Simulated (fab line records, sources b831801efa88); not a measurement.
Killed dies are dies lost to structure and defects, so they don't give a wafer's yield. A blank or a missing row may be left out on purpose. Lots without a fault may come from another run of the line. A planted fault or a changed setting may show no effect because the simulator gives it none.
Chamber matching | flow sky130 | SKY_METAL3_ETCH_17 on rie_diel-02: 4 sister chambers
The step etches SiO2 in C4F8/O2/Ar, stops on TiN, time 3.9 s, target depth 15 nm. 8 wafers are shown with their chamber, then 10 later ones without.

WAFERS WITH THEIR CHAMBER
wafer  | chamber | oes_product_au (a.u.)
L086.4 | 0       | 0.747
L087.1 | 1       | 0.747
L087.5 | 3       | 0.771
L089.1 | 2       | 0.746
L089.2 | 0       | 0.748
L089.4 | 3       | 0.752
L092.3 | 2       | 0.745
L092.4 | 1       | 0.756

WAFERS WITHOUT THEIR CHAMBER
wafer  | oes_product_au (a.u.)
L092.5 | 0.751
L093.1 | 0.753
L093.2 | 0.752
L093.5 | 0.768
L094.1 | 0.761
L094.5 | 0.759
L094.6 | 0.760
L097.2 | 0.756
L097.4 | 0.771
L097.6 | 0.752

WHICH CHAMBER EACH WENT THROUGH
wafer  | from the rows above               | in truth
L092.5 | can't be placed: 1 or 0 or 2 or 3 | 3
L093.1 | can't be placed: 1 or 0 or 2 or 3 | 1
L093.2 | can't be placed: 1 or 0 or 2 or 3 | 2
L093.5 | can't be placed: 3 or 1 or 0      | 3
L094.1 | can't be placed: 3 or 1 or 0      | 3
L094.5 | can't be placed: 3 or 1 or 0 or 2 | 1
L094.6 | can't be placed: 3 or 1 or 0 or 2 | 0
L097.2 | can't be placed: 1 or 3 or 0 or 2 | 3
L097.4 | can't be placed: 3 or 1 or 0      | 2
L097.6 | can't be placed: 1 or 0 or 2 or 3 | 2
Placed correctly: 0 of 10. Can't be placed from these rows: 10 (the true chamber is among the candidates in 9). Placed wrongly: 0.
How it was worked out, from the rows above alone: a wafer's distance from a chamber is the root of the sum, over the readings, of the square of ((its reading less the chamber's mean) divided by the reading's scatter). The wafer belongs to the nearest chamber; if the next one is less than 2 further off, it can't be placed. A chamber's mean is the mean of its shown wafers. The scatter: the root of (the sum of the squares of (reading less its chamber's mean) over the shown wafers, divided by (wafers less chambers)).
